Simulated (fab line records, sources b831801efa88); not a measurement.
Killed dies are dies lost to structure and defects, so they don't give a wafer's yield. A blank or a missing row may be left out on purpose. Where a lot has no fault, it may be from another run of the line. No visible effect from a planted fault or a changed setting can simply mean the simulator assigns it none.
Problem report in the 8D (eight disciplines) form, filled by code -- flow gf180mcu -- the parts of the form that need people (team, actions taken, sign-off) are left out

== 1. THE PROBLEM ==
At GF_V4_DEHYDRATE_06, heater-power-total-W averages 164.96 W over 6 wafers from 2 lots, while fault-free wafers read 160.38 W, standard deviation 0.13. That puts it +35 standard deviations away from the usual mean.
The step: time 60 s.
Earliest sighting: wafer L604.1 on litho-track-01 at day 28 19:43. Wafers with a number at this step in the record: 39, from 13 lots. By rule, "out" or "out of limits" means more than 4 standard deviations away from the usual mean. All remaining wafers that have a number are taken as sound.

== 2. WHAT IT IS, WHAT IT ISN'T ==
question,is,is not
which readings at this step,"heater-power-total-W, plate-temp-C",resist-line-temp-C
which lots,"L604, L605","L590, L592, L593, L594, L596, L599, L606, L607, L608, L609, L610"
which wafers of those lots,all that have a number,-
read on which tools,litho-track-01,"litho-track-02, litho-track-03"
when,from day 28 19:43,"up to then (18 sound wafers); but 15 sound wafers of L606, L607, L608, L609, L610 came after"

== 3. THE SUSPECTS, EACH WITH WHAT RULES IT OUT ==
Counting: a tool at a process step up to the reading stays a suspect if it ran every lot that is out and no sound lot after the first of them.
- litho-track-01 at GF_V4_DEHYDRATE_06 (time 60 s): kept. It processed each lot that is out, first L604 at day 28 19:43, and no sound lot thereafter; up to then, the last sound lot it processed was L596 at day 26 13:19. Out on those wafers are its own readings of heater-power-total-W, plate-temp-C.
After counting, what remains is litho-track-01 at GF_V4_DEHYDRATE_06.

== 4. THE CAUSE (what the simulator had put in) ==
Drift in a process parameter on litho-track-01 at GF_V4_DEHYDRATE_06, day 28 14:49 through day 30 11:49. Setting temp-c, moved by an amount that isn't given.
This tool alone remained once counting was done.

== 5. THE EFFECT CHAIN, in route order ==
Each row: a reading whose mean over the struck wafers that have a number lies more than 3 standard deviations from the usual. Only readings for which the record gives a usual standard deviation are gone through. hours: the time from each lot's start at the first step in this table that gives one to its start at this step, as a median over the lots. sigmas: the change in usual standard deviations.
hours,step,reading,usual,on struck wafers,change,sigmas
0,GF_V4_DEHYDRATE_06,heater-power-total-W,160.38 W,164.96,+4.58,+35
0,GF_V4_DEHYDRATE_06,plate-temp-C,200.00 C,204.67,+4.67,+27
Its process steps:
- GF_V4_DEHYDRATE_06: time 60 s.
At these later measuring or inspecting steps, every struck wafer for which the step has a row has a number for every such reading, and none has moved that far: GF_V4_CD_MEAS_14, GF_V4_OVL_MEAS_15.

== 6. WHAT WOULD HAVE CAUGHT IT SOONER ==
In this record no reading fell out of limits until day 28 19:43, 5 hours after the fault had begun at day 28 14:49.
